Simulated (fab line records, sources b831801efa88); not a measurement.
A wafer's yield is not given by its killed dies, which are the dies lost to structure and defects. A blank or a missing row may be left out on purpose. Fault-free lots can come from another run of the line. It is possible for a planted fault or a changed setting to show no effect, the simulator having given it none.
fab line records | flow sky130
[record] lots = 12 | wafers = 36 | last-day = 50
route steps=708 shown VT_ADJUST_HVTP@96 VT_ADJUST_HVTR@141 GATE_OXIDE@198 LDD_N@244
lots untouched by any fault: they come from a run of this same line in which no faults occurred
start-h: the number of hours between the record's first day and the start of the first shown wafer of the lot | wait-h: hours since the lot's step before | " the same as in the row above | L1.1+2: one row covering several wafers at once | - no value, or no start given | * or withheld: withheld | < > ~ a bound
route shown NAME@n: a module of which the file shows steps, and the number in the route of the first | usual: the fault-free wafers' mean and standard deviation | same: alike in all rows | chamber/n: place in a boat | sites: the reading at each site | _std_site: the values' standard deviation | _edge_site: inner sites' mean taken away from outer sites' mean | radius-mm: how far each site lies from the wafer's centre | mask NAME#n: copy n | behind: tool/chamber where the wafer was last shaped | hold: why the lot was held/for how many hours/how that ended | device: the transistor (n, p or np) that didn't switch | end of line: tests of these same wafers at the route's end | a step given without rows: its recipe and nothing more | killed: the dies lost at the first sort to structure and to defects; this is not the yield of the wafer | map: per-die view of a wafer (x killed, . not killed, _ where there is no die)
set.NAME: the setting the step ran with; set.NAME@STEP: the setting that earlier step ran with | model.NAME: the simulator's own value behind a step, which no gauge read
route steps across a sampled set of lots; one table per step, one row per wafer
services: from which hour (start-h, from the record's first day; less than 0 if before it) a tool's chamber was out of use, for how many hours, and why
[[steps]]
[step SKY_VT_ADJUST_HVTP_TW_MEAS_11]
[usual] VT_ADJUST_HVTP_TW = 1350/12
lot.wafer | tool          | chamber | start-h | wait-h | VT_ADJUST_HVTP_TW
L982.1    | film-metro-01 | -       | 124.45  | 0.1    | 1372
L982.5    | "             | -       | "       | "      | 1361
L982.6    | "             | -       | "       | "      | 1367
L983.4    | film-metro-01 | -       | 130.65  | 0.1    | 1369
L983.5    | "             | -       | "       | "      | 1368
L983.6    | "             | -       | "       | "      | 1371
L984.2    | film-metro-01 | -       | 133.04  | 0.1    | 1366
L984.3    | "             | -       | "       | "      | 1370
L984.4    | "             | -       | "       | "      | 1367
L987.3    | film-metro-02 | -       | 153.99  | 0.1    | 1353
L987.4    | "             | -       | "       | "      | 1339
L987.5    | "             | -       | "       | "      | 1352
L988.1    | film-metro-01 | -       | 156.97  | 0.1    | 1358
L988.3    | "             | -       | "       | "      | 1357
L988.5    | "             | -       | "       | "      | 1365
L991.1    | film-metro-02 | -       | 176.40  | 0.1    | 1356
L991.2    | "             | -       | "       | "      | 1354
L991.6    | "             | -       | "       | "      | 1353
L992.1    | film-metro-03 | -       | 183.20  | 0.1    | 1339
L992.3    | "             | -       | "       | "      | 1332
L992.6    | "             | -       | "       | "      | 1329
L996.1    | film-metro-01 | -       | 209.65  | 0.1    | 1360
L996.3    | "             | -       | "       | "      | 1363
L996.4    | "             | -       | "       | "      | 1360
L997.1    | film-metro-01 | -       | 230.78  | 0.1    | 1373
L997.4    | "             | -       | "       | "      | 1358
L997.5    | "             | -       | "       | "      | 1372
L998.2    | film-metro-03 | -       | 236.73  | 0.1    | 1344
L998.3    | "             | -       | "       | "      | 1338
L998.5    | "             | -       | "       | "      | 1336
L103.2    | film-metro-03 | -       | 263.34  | 0.1    | 1336
L103.4    | "             | -       | "       | "      | 1335
L103.6    | "             | -       | "       | "      | 1340
L105.1    | film-metro-03 | -       | 269.12  | 0.1    | 1338
L105.4    | "             | -       | "       | "      | 1328
L105.5    | "             | -       | "       | "      | 1326
[step SKY_VT_ADJUST_HVTR_STRIP_10]
[recipe] chemistry = O2/N2 | power-w = 1400 | pressure-mtorr = 1500 | platen-temp-c = withheld | o2-flow-sccm = 3000 | n2-flow-sccm = 300 | overash-fraction = 0.5
[usual] chamber-pressure-mTorr = 1500.1/1.3 | drypump-motor-current-A = 5.7/0.51 | oes-product-au = 0.716/0.0049 | strip-time-to-endpoint-s = 14.16/0.038
lot.wafer | tool            | chamber | start-h | wait-h | chamber-pressure-mTorr | drypump-motor-current-A | oes-product-au | rf-hours-counter-h | strip-time-to-endpoint-s
L982.1    | plasma-asher-03 | 0       | 203.57  | 0.1    | 1500.5                 | 6.2                     | 0.718          | 8                  | 14.14
L982.5    | "               | 0       | "       | "      | 1501.5                 | 6.2                     | 0.711          | -                  | 14.09
L982.6    | "               | 1       | "       | "      | 1500.6                 | 5.3                     | 0.718          | -                  | 14.12
L983.4    | plasma-asher-03 | 1       | 210.85  | 0.1    | 1499.2                 | 5.3                     | 0.713          | -                  | 14.18
L983.5    | "               | 0       | "       | "      | 1499.5                 | 6.1                     | 0.716          | -                  | 14.19
L983.6    | "               | 1       | "       | "      | 1499.6                 | 5.3                     | 0.715          | -                  | 14.22
L984.2    | plasma-asher-03 | 0       | 212.97  | 0.1    | 1500.4                 | 6.2                     | 0.705          | 10                 | 14.09
L984.3    | "               | 0       | "       | "      | 1501.1                 | 6.2                     | 0.717          | -                  | 14.12
L984.4    | "               | 1       | "       | "      | 1499.7                 | 5.3                     | 0.716          | -                  | 14.12
L987.3    | plasma-asher-04 | 1       | 239.33  | 0.1    | 1500.3                 | 5.3                     | 0.723          | -                  | 14.16
L987.4    | "               | 0       | "       | "      | 1500.2                 | 6.0                     | 0.708          | -                  | 14.13
L987.5    | "               | 0       | "       | "      | 1499.6                 | 6.0                     | 0.721          | -                  | 14.19
L988.1    | plasma-asher-03 | 1       | 242.14  | 0.1    | 1498.2                 | 5.3                     | 0.713          | 12                 | 14.14
L988.3    | "               | 1       | "       | "      | 1496.8                 | 5.4                     | 0.721          | -                  | 14.14
L988.5    | "               | 0       | "       | "      | 1500.5                 | 6.2                     | 0.722          | -                  | 14.13
L991.1    | plasma-asher-04 | 1       | 264.63  | 0.1    | 1500.4                 | 5.4                     | 0.715          | 57                 | 14.17
L991.2    | "               | 0       | "       | "      | 1497.2                 | 6.0                     | 0.722          | 57                 | 14.23
L991.6    | "               | 1       | "       | "      | 1500.4                 | 5.3                     | 0.710          | -                  | 14.17
L992.1    | plasma-asher-01 | 1       | 272.52  | 0.1    | 1501.1                 | 4.8                     | 0.715          | 57                 | 14.17
L992.3    | "               | 1       | "       | "      | 1498.9                 | 4.8                     | 0.712          | -                  | 14.24
L992.6    | "               | 1       | "       | "      | 1502.2                 | 4.8                     | 0.711          | -                  | 14.19
L996.1    | plasma-asher-04 | 1       | 306.94  | 0.1    | 1500.1                 | 5.4                     | 0.711          | 62                 | 14.15
L996.3    | "               | 0       | "       | "      | 1501.1                 | 6.0                     | 0.727          | -                  | 14.18
L996.4    | "               | 1       | "       | "      | 1500.8                 | 5.4                     | 0.710          | -                  | 14.17
L997.1    | plasma-asher-01 | 1       | 329.42  | 0.1    | 1499.5                 | 4.8                     | 0.714          | 63                 | 14.12
L997.4    | "               | 1       | "       | "      | 1502.3                 | 4.8                     | 0.715          | -                  | 14.10
L997.5    | "               | 0       | "       | "      | 1501.2                 | 6.3                     | 0.713          | -                  | 14.08
L998.2    | plasma-asher-03 | 1       | 335.22  | 0.1    | 1502.0                 | 5.4                     | 0.712          | 21                 | 14.16
L998.3    | "               | 1       | "       | "      | 1501.7                 | 5.4                     | 0.717          | -                  | 14.17
L998.5    | "               | 1       | "       | "      | 1497.2                 | 5.3                     | 0.708          | -                  | 14.16
L103.2    | plasma-asher-04 | 1       | 368.78  | 0.1    | 1500.5                 | 5.3                     | 0.711          | 66                 | 14.18
L103.4    | "               | 0       | "       | "      | 1499.9                 | 6.0                     | 0.720          | -                  | 14.16
L103.6    | "               | 1       | "       | "      | 1500.9                 | 5.4                     | 0.712          | -                  | 14.18
L105.1    | plasma-asher-01 | 0       | 375.77  | 0.1    | 1499.0                 | 6.3                     | 0.717          | 69                 | 14.09
L105.4    | "               | 1       | "       | "      | 1498.7                 | 4.8                     | 0.713          | -                  | 14.12
L105.5    | "               | 1       | "       | "      | 1499.3                 | 4.8                     | 0.715          | -                  | 14.11
[step SKY_GATE_OXIDE_IMPLANT_11]
[recipe] species = B | energy-kev = 10 | dose-cm2 = 2.6e+12 | tilt-deg = withheld
[usual] dose-ions-cm2 = 2.6006e+12/2.7e+09
lot.wafer | tool         | chamber | start-h | wait-h | dose-ions-cm2
L982.1    | implanter-02 | 0       | 306.50  | 0.0    | 2.6018e+12
L982.5    | "            | 0       | "       | "      | 2.5986e+12
L982.6    | "            | 0       | "       | "      | 2.5984e+12
L983.4    | implanter-04 | 0       | 319.77  | 0.1    | 2.6004e+12
L983.5    | "            | 0       | "       | "      | 2.5998e+12
L983.6    | "            | 0       | "       | "      | 2.6026e+12
L984.2    | implanter-01 | 0       | 320.02  | 0.0    | 2.6013e+12
L984.3    | "            | 0       | "       | "      | 2.6003e+12
L984.4    | "            | 0       | "       | "      | 2.5989e+12
L987.3    | implanter-02 | 0       | 346.96  | 0.1    | 2.6017e+12
L987.4    | "            | 0       | "       | "      | 2.6018e+12
L987.5    | "            | 0       | "       | "      | 2.6027e+12
L988.1    | implanter-01 | 0       | 353.16  | 0.0    | 2.5989e+12
L988.3    | "            | 0       | "       | "      | 2.5999e+12
L988.5    | "            | 0       | "       | "      | 2.6005e+12
L991.1    | implanter-04 | 0       | 381.65  | 0.0    | 2.6015e+12
L991.2    | "            | 0       | "       | "      | 2.5975e+12
L991.6    | "            | 0       | "       | "      | 2.5982e+12
L992.1    | implanter-02 | 0       | 391.45  | 0.0    | 2.5979e+12
L992.3    | "            | 0       | "       | "      | 2.5996e+12
L992.6    | "            | 0       | "       | "      | 2.598e+12
L996.1    | implanter-04 | 0       | 428.12  | 0.0    | 2.6043e+12
L996.3    | "            | 0       | "       | "      | 2.6009e+12
L996.4    | "            | 0       | "       | "      | 2.6029e+12
L997.1    | implanter-01 | 0       | 455.55  | 0.0    | 2.6039e+12
L997.4    | "            | 0       | "       | "      | 2.6031e+12
L997.5    | "            | 0       | "       | "      | 2.6005e+12
L998.2    | implanter-04 | 0       | 460.02  | 0.0    | 2.6028e+12
L998.3    | "            | 0       | "       | "      | 2.6016e+12
L998.5    | "            | 0       | "       | "      | 2.6044e+12
L103.2    | implanter-01 | 0       | 496.90  | 0.0    | 2.5982e+12
L103.4    | "            | 0       | "       | "      | 2.5978e+12
L103.6    | "            | 0       | "       | "      | 2.5979e+12
L105.1    | implanter-01 | 0       | 502.74  | 0.0    | 2.6011e+12
L105.4    | "            | 0       | "       | "      | 2.5951e+12
L105.5    | "            | 0       | "       | "      | 2.5974e+12
[step SKY_GATE_OXIDE_TW_MEAS_14]
[usual] GATE_OXIDE_TW = 224.8/1.3
lot.wafer | tool          | chamber | start-h | wait-h | GATE_OXIDE_TW
L982.1    | film-metro-04 | -       | 306.85  | 0.1    | 224.9
L982.5    | "             | -       | "       | "      | 222.9
L982.6    | "             | -       | "       | "      | 224.2
L983.4    | film-metro-01 | -       | 320.09  | 0.1    | 224.3
L983.5    | "             | -       | "       | "      | 224.9
L983.6    | "             | -       | "       | "      | 224.2
L984.2    | film-metro-01 | -       | 320.38  | 0.1    | 224.0
L984.3    | "             | -       | "       | "      | 225.2
L984.4    | "             | -       | "       | "      | 225.0
L987.3    | film-metro-01 | -       | 347.31  | 0.1    | 226.2
L987.4    | "             | -       | "       | "      | 225.7
L987.5    | "             | -       | "       | "      | 227.4
L988.1    | film-metro-02 | -       | 353.52  | 0.1    | 223.0
L988.3    | "             | -       | "       | "      | 222.3
L988.5    | "             | -       | "       | "      | 223.1
L991.1    | film-metro-02 | -       | 382.00  | 0.1    | 224.0
L991.2    | "             | -       | "       | "      | 224.4
L991.6    | "             | -       | "       | "      | 224.1
L992.1    | film-metro-01 | -       | 391.81  | 0.1    | 226.8
L992.3    | "             | -       | "       | "      | 227.2
L992.6    | "             | -       | "       | "      | 229.3
L996.1    | film-metro-02 | -       | 428.47  | 0.1    | 211.4
L996.3    | "             | -       | "       | "      | 211.2
L996.4    | "             | -       | "       | "      | 211.2
L997.1    | film-metro-01 | -       | 455.90  | 0.1    | 224.9
L997.4    | "             | -       | "       | "      | 227.0
L997.5    | "             | -       | "       | "      | 225.4
L998.2    | film-metro-01 | -       | 460.36  | 0.1    | 213.1
L998.3    | "             | -       | "       | "      | 212.9
L998.5    | "             | -       | "       | "      | 213.3
L103.2    | film-metro-02 | -       | 497.23  | 0.1    | 223.1
L103.4    | "             | -       | "       | "      | 224.2
L103.6    | "             | -       | "       | "      | 224.0
L105.1    | film-metro-01 | -       | 503.10  | 0.1    | 226.1
L105.4    | "             | -       | "       | "      | 225.5
L105.5    | "             | -       | "       | "      | 227.6
[step SKY_LDD_N_OVL_MEAS_07]
[usual] LDD_N_OVL = 0.7/1.2
lot.wafer | tool       | chamber | start-h | wait-h | LDD_N_OVL[nm]
L982.1    | overlay-02 | -       | 400.84  | 0.1    | -1.0
L982.5    | "          | -       | "       | "      | -0.6
L982.6    | "          | -       | "       | "      | 0.6
L984.2    | overlay-02 | -       | 414.29  | 0.1    | 2.2
L984.3    | "          | -       | "       | "      | 1.3
L984.4    | "          | -       | "       | "      | 1.8
L983.4    | overlay-01 | -       | 414.60  | 0.1    | -1.0
L983.5    | "          | -       | "       | "      | -0.3
L983.6    | "          | -       | "       | "      | -0.6
L987.3    | overlay-02 | -       | 444.85  | 0.1    | 1.0
L987.4    | "          | -       | "       | "      | 2.1
L987.5    | "          | -       | "       | "      | 3.1
L988.1    | overlay-02 | -       | 449.49  | 0.1    | 0.9
L988.3    | "          | -       | "       | "      | 0.1
L988.5    | "          | -       | "       | "      | 2.1
L991.1    | overlay-02 | -       | 481.29  | 0.1    | -2.0
L991.2    | "          | -       | "       | "      | -1.3
L991.6    | "          | -       | "       | "      | -0.8
L992.1    | overlay-01 | -       | 491.29  | 0.1    | 0.1
L992.3    | "          | -       | "       | "      | 0.9
L992.6    | "          | -       | "       | "      | 0.6
L996.1    | overlay-01 | -       | 528.89  | 0.1    | 0.7
L996.3    | "          | -       | "       | "      | 2.3
L996.4    | "          | -       | "       | "      | 1.8
L997.1    | overlay-02 | -       | 553.21  | 0.1    | 0.3
L997.4    | "          | -       | "       | "      | 1.3
L997.5    | "          | -       | "       | "      | 1.1
L998.2    | overlay-02 | -       | 558.55  | 0.1    | 0.1
L998.3    | "          | -       | "       | "      | 0.7
L998.5    | "          | -       | "       | "      | 1.0
L103.2    | overlay-02 | -       | 594.94  | 0.1    | -0.4
L103.4    | "          | -       | "       | "      | 0.0
L103.6    | "          | -       | "       | "      | 0.7
L105.1    | overlay-01 | -       | 600.16  | 0.1    | 1.2
L105.4    | "          | -       | "       | "      | 1.9
L105.5    | "          | -       | "       | "      | 1.6
[[services]]
tool            | chamber | start-h | hours | kind
plasma-asher-01 | -       | 201.48  | 10.9  | repair
implanter-04    | -       | 209.59  | 5.9   | pm
plasma-asher-01 | -       | 234.74  | 1.3   | repair
plasma-asher-01 | -       | 246.27  | 3.2   | repair
implanter-01    | -       | 254.66  | 15.6  | repair
implanter-04    | -       | 264.63  | 2.4   | repair
implanter-04    | -       | 270.47  | 5.1   | repair
implanter-01    | -       | 289.10  | 9.6   | repair
plasma-asher-03 | -       | 295.94  | 4.4   | repair
implanter-01    | -       | 296.86  | 1.5   | repair
plasma-asher-03 | -       | 315.81  | 4.0   | repair
implanter-04    | -       | 342.84  | 5.5   | pm
plasma-asher-04 | -       | 345.66  | 15.6  | pm
plasma-asher-03 | -       | 367.16  | 9.7   | repair
implanter-02    | -       | 372.85  | 4.6   | pm
plasma-asher-04 | -       | 421.25  | 9.0   | pm
plasma-asher-04 | 0       | 421.25  | 9.0   | vent-cycle
plasma-asher-04 | 1       | 421.25  | 9.0   | vent-cycle
implanter-01    | -       | 438.57  | 6.5   | pm
implanter-01    | -       | 448.71  | 1.6   | repair
plasma-asher-03 | -       | 454.56  | 19.3  | repair
implanter-04    | -       | 466.41  | 9.2   | pm
plasma-asher-03 | -       | 473.83  | 14.6  | pm
implanter-02    | -       | 478.81  | 1.0   | repair
[[key]]
[first-sign] step = SKY_GATE_OXIDE_TW_MEAS_14 | reading = GATE_OXIDE_TW | direction = down | sigmas = 9.5 | usual = 224.8 | struck = 212.2
effect none on later readings
met-at SKY_GATE_OXIDE_IMPLANT_11
struck-lots L996,L998
tester-left-out L996,L998
not-acting-at SKY_VT_ADJUST_HVTP_TW_MEAS_11,SKY_VT_ADJUST_HVTR_STRIP_10,SKY_LDD_N_OVL_MEAS_07
onset-between 381.65 428.12
[fault] kind = process-parameter-drift | tool = implanter-04 | chamber = - | onset-h = 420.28 | steps = SKY_GATE_OXIDE_IMPLANT_11 | channel = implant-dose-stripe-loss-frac | offset = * | shape = step | end-h = 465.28
// tester-left-out: of these lots the tester's yield and bins aren't shown, on N5 and GAA mostly nor the transistor test; their killed dies are dies lost to structure and defects alone, not to doping, threshold or leakage, so they don't give the yield
